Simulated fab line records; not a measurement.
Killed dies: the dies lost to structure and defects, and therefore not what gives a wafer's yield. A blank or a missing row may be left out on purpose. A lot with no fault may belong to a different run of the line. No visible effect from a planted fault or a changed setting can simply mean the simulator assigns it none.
2 desks, one fault || flow gf180mcu || each desk holds nothing but its own numbers, with what lay behind them at the end

== THE METROLOGY DESK ==
Lot by lot, what the gauges showed, no matter which tool ran the lot: averages of those sampled wafers that carry a number. If a lot's mean is further than 4 standard deviations from the usual mean, the lot is out of limits and carries the mark OUT (the distance appears in the brackets).
Columns: A = DNWELL_TW at GF_DNWELL_TW_MEAS_09, usual 1346; B = POLY_GATE_OVL at GF_POLY_GATE_OVL_MEAS_11, usual 1 nm
{"lot": "L543", "first seen here": "day 2 18:18", "A": 1369, "B": 2}
{"lot": "L544", "first seen here": "day 3 04:44", "A": 1341, "B": -7}
{"lot": "L546", "first seen here": "day 3 12:43", "A": 1337, "B": 4}
{"lot": "L553", "first seen here": "day 5 01:05", "A": 1340, "B": -3}
{"lot": "L556", "first seen here": "day 5 16:29", "A": 1336, "B": 10}
{"lot": "L557", "first seen here": "day 5 21:52", "A": 1344, "B": 1}
{"lot": "L558", "first seen here": "day 6 03:05", "A": 1342, "B": -0}
{"lot": "L559", "first seen here": "day 6 07:47", "A": 1337, "B": 16}
{"lot": "L560", "first seen here": "day 6 11:23", "A": 1365, "B": -1}
{"lot": "L563", "first seen here": "day 7 04:52", "A": 1319, "B": -5}
{"lot": "L564", "first seen here": "day 7 11:29", "A": 1323, "B": 7}
{"lot": "L565", "first seen here": "day 7 15:38", "A": 1359, "B": -6}
Finding of this desk: none of the 12 lots has anything out of limits.

== TOOL OWNER'S DESK, furnace-02 ==
The tool's own readings at GF_STI_OXIDATION_29 (stabilise 600 s, purge 300 s, target thk 10 nm): means of the sampled wafers that have a number, for each lot that ran on this tool. If a lot's mean is further than 4 standard deviations from the usual mean, the lot is out of limits and carries the mark OUT (the distance appears in the brackets).
Columns: A = ox-temp-c at GF_STI_OXIDATION_29, usual 900.0 C; B = ox-temp-c-max at GF_STI_OXIDATION_29, usual 903.6; C = spike-tc-top-C at GF_STI_OXIDATION_29, usual 911.7 C; D = spike-tc-upper-C at GF_STI_OXIDATION_29, usual 900.1 C; E = zone-power-top-pct at GF_STI_OXIDATION_29, usual 33.9 %
{"lot": "L543", "first seen here": "day 2 04:53", "A": 899.6, "B": 903.6, "C": 910.9, "D": 901.5, "E": 34.8}
{"lot": "L544", "first seen here": "day 2 15:29", "A": 899.7, "B": 903.3, "C": 910.9, "D": 899.9, "E": 34.9}
{"lot": "L546", "first seen here": "day 2 22:24", "A": 900.0, "B": 903.4, "C": 911.7, "D": 900.3, "E": 34.7}
{"lot": "L553", "first seen here": "day 4 09:32", "A": 900.1, "B": 903.6, "C": 910.3, "D": 900.2, "E": 34.9}
{"lot": "L556", "first seen here": "day 5 01:10", "A": 899.7, "B": 903.8, "C": 911.4, "D": 900.4, "E": 34.8}
{"lot": "L558", "first seen here": "day 5 10:23", "A": 900.2, "B": 904.2, "C": 910.4, "D": 899.9, "E": 34.9}
{"lot": "L559", "first seen here": "day 5 15:16", "A": 900.0, "B": 903.7, "C": 910.5, "D": 900.6, "E": 34.7}
{"lot": "L560", "first seen here": "day 5 18:49", "A": 900.2, "B": 904.0, "C": 911.1, "D": 899.9, "E": 35.0}
{"lot": "L563", "first seen here": "day 6 11:28", "A": 900.0, "B": 903.8, "C": 911.9, "D": 900.8, "E": 34.9}
{"lot": "L565", "first seen here": "day 6 22:13", "A": 899.6, "B": 903.0, "C": 910.7, "D": 900.1, "E": 35.3}
Finding of this desk: none of the 10 lots has anything out of limits.

== BROUGHT TOGETHER ==
Metrology desk: nothing out of limits seen.
The desk of the tool owner found nothing out of limits.

== WHAT THE SIMULATOR HAD PUT IN ==
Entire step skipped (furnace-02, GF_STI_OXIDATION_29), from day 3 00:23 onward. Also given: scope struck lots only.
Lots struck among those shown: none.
